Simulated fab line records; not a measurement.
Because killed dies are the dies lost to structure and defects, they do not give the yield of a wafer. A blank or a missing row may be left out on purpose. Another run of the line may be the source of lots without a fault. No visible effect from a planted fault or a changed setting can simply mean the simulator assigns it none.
A struck lot beside a sound one -- flow sky130 -- 16 steps out of a route of 708
Sound: wafers L510.1, L510.2, L510.3. Struck: wafers L512.1, L512.5 (left out: L512.2, a lot-mate that was not struck); the cause follows at the end.
Per side, at each step with rows, come the tool, then ch with its chambers, and then its first start. Under that, the readings that differ: sound wafers -- struck wafers -- difference of the means -- sigmas: that difference in standard deviations of wafers without a fault.
alike: same words and numbers on both sides, and readings whose means sit less than 2 such deviations apart. not compared: any withheld reading, any reading some wafer has no value for, any bound like >300 that may hide the same value, and any number with overlapping values for which the record gives no deviation.
Wherever a step has rows on one side only, a row that says differs or no value, or a row with sigmas, the two part there. When numbers do not overlap yet have no deviation, they are printed without sigmas and do not part them. A reading missing from all wafers of one side parts the sides only when that side holds two or more wafers.

SKY_LI_CONTACT_CMP_02: polishes PSG.
  sound on cmp-02 ch 1,2,3, day 29 03:24; struck on cmp-02 ch 0,2, day 29 10:01
  alike: motor_current_A, platen_rpm, slurry_filter_dp_kPa, time_to_endpoint_s
SKY_LI_CONTACT_BOW_MEAS_03:
  sound on film_metro-01, day 29 03:39; struck on film_metro-01, day 29 10:16
  alike: LI_CONTACT_BOW
then, 8 steps without rows for these wafers: SKY_LI_CONTACT_DEHYDRATE_04 (time 60 s); SKY_LI_CONTACT_HMDS_05 (prime time 60 s); SKY_LI_CONTACT_COAT_06 (resist thk 60 nm); SKY_LI_CONTACT_COAT_07 (resist thk 450 nm); SKY_LI_CONTACT_SOFTBAKE_08 (time 90 s); SKY_LI_CONTACT_EXPOSE_09 (exposes mask LICM1, target cd 170 nm); SKY_LI_CONTACT_PEB_10; SKY_LI_CONTACT_DEVELOP_11 (develop time 60 s).
SKY_LI_CONTACT_CD_MEAS_12: the cd target is 170 nm.
  sound on cd_sem-02, day 30 07:32; struck on cd_sem-02, day 30 14:24
  alike: cd_nm
SKY_LI_CONTACT_OVL_MEAS_13:
  sound on overlay-02, day 30 07:39; struck on overlay-02, day 30 14:31
  alike: LI_CONTACT_OVL
SKY_LI_CONTACT_ETCH_14: etches BARC in N2/H2, stops on SiO2, time 45.9 s, target depth 60 nm.
  sound on rie_diel-02 ch 0,1,3, day 30 07:41; struck on rie_diel-02 ch 0, day 30 14:33
reading,sound,struck,difference,sigmas
oes_product_au (a.u.),0.857 0.860 0.850,0.801 0.800,-0.055,-11
run_length_s (s),74.5 74.0 74.5,80.4 80.3,+6.0,+12
model.KrF-thick_of_LI_CONTACT_COAT_07.thk_nm (nm),393.5 395.1 392.5,387.4 387.6,-6.2,
model.SiO2_of_SONOS_ONO_CVD_04.thk_nm (nm),4.318 4.297 4.338,3.771 3.681,-0.592,
  alike: bias_w, drypump_motor_current_A, throttle_valve_pct
  not compared: rf_hours_counter_h
SKY_LI_CONTACT_ETCH_15: etches PSG in C4F8/O2/Ar, stops on Si, target depth 600 nm.
  sound on rie_diel-02 ch 0,1,3, day 30 07:44; struck on rie_diel-02 ch 0, day 30 14:35
reading,sound,struck,difference,sigmas
model.KrF-thick_of_LI_CONTACT_COAT_07.thk_nm (nm),234 236.6 230.3,226.8 225.7,-7.4,
  alike: bias_w, oes_product_au
SKY_LI_CONTACT_STRIP_16: strips in O2/N2.
  sound on plasma_asher-03 ch 0,1, day 30 07:49; struck on plasma_asher-03 ch 0,1, day 30 14:41
reading,sound,struck,difference,sigmas
strip_time_to_endpoint_s (s),3.530 3.538 3.483,3.435 3.438,-0.080,-3
  alike: drypump_motor_current_A, oes_product_au
  not compared: rf_hours_counter_h
then, 1 step without rows for these wafers: SKY_LI_CONTACT_CLEAN_17 (cleans in NMP, time 600 s).

== WHERE THEY PART ==
First at SKY_LI_CONTACT_ETCH_14; last, within this record, at SKY_LI_CONTACT_STRIP_16.

WHY: the cause the simulator had injected
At SKY_LI_CONTACT_ETCH_14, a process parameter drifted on rie_diel-02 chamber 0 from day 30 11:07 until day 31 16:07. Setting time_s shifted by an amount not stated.
